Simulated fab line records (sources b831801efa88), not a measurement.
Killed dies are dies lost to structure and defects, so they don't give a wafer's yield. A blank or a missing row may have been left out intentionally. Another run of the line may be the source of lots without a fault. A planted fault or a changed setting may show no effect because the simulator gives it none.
The tool behind it: which one? | flow gf180mcu | 39 wafers from 13 lots sampled at 2 of the route's 602 steps

WHAT EACH GAUGE READ, for each wafer
GF_VT_IMPLANT_RS_MEAS_49: measurement is done with a four-point probe. Usual: MVPSD_RS typically reads 1168 ohm/sq, with standard deviation 3.3.
lot  | measured     | on            | MVPSD_RS (ohm/sq) | flag
L445 | day 7 15:17  | film metro-01 | 1177 1174 1175    |
L447 | day 8 03:41  | film metro-03 | 1165 1168 1168    |
L448 | day 8 09:39  | film metro-01 | 1171 1169 1170    |
L449 | day 8 16:41  | film metro-03 | 1167 1169 1167    |
L453 | day 9 16:56  | film metro-02 | 1172 1173 1172    |
L454 | day 9 23:49  | film metro-01 | 1170 1169 1169    |
L457 | day 10 21:34 | film metro-02 | 1163 1161 1163    |
L460 | day 11 20:13 | film metro-02 | 1165 1169 1168    |
L462 | day 13 01:02 | film metro-01 | 1168 1169 1168    |
L464 | day 13 08:37 | film metro-02 | 1167 1164 1167    |
L466 | day 13 20:11 | film metro-01 | 1176 1172 1168    |
L468 | day 14 03:11 | film metro-03 | 1167 1167 1168    |
L467 | day 14 05:02 | film metro-02 | 1165 1167 1166    |

GF_HV_LDD_OVL_MEAS_20. Usual: HV_LDD_01_OVL typically reads -1.0 nm, with standard deviation 1.6.
lot  | measured     | on         | HV_LDD_01_OVL (nm) | flag
L445 | day 10 20:41 | overlay-01 | 0.1 -1.4 1.2       |
L447 | day 11 09:35 | overlay-01 | 2.8 1.1 1.3        |
L448 | day 11 19:47 | overlay-02 | -1.6 1.3 0.7       |
L449 | day 12 02:12 | overlay-02 | -0.3 -2.5 -0.3     |
L453 | day 13 04:15 | overlay-01 | 1.1 -0.1 0.3       |
L454 | day 13 12:41 | overlay-02 | -1.7 -2.2 -1.5     |
L457 | day 14 15:08 | overlay-01 | -1.5 -1.3 -2.0     |
L460 | day 15 14:14 | overlay-01 | -0.5 0.7 -2.1      |
L462 | day 16 20:59 | overlay-01 | -0.6 -1.0 1.0      |
L464 | day 17 06:28 | overlay-02 | -1.5 -3.8 1.6      |
L466 | day 17 17:27 | overlay-02 | -1.8 -0.8 -2.9     |
L468 | day 18 04:32 | overlay-02 | -3.4 -2.5 -4.2     |
L467 | day 18 07:31 | overlay-02 | -2.7 -2.1 -2.9     |

TOOL THAT RAN EACH LOT (tool first, then ch and the chambers of the sampled wafers, then the start)
No process step before these readings appears in the record.

WHAT THE TOOLS THEMSELVES READ (means of the sampled wafers that have a number; where no wafer has one, the mark that the record gives instead)
The record holds no such reading with a usual standard deviation.

THE ANSWER, worked out from the rows above alone
Rule: a lot counts as off when the mean over its wafers that have a number is more than 3 standard deviations away from the usual mean. A lot without any number at a reading at which 4 lots or more have one is off too. All remaining lots with rows at the step are treated as sound. After the gauges, taken in route order, come the tools' own readings; for these a lot's mean is taken, as printed above. The first step at which some lot is off is used, and at that step the reading that is off furthest; a lot without a number counts as furthest.
No lot is off at any reading shown: from this, nothing can be told.

WHAT HAD BEEN PUT IN BY THE SIMULATOR
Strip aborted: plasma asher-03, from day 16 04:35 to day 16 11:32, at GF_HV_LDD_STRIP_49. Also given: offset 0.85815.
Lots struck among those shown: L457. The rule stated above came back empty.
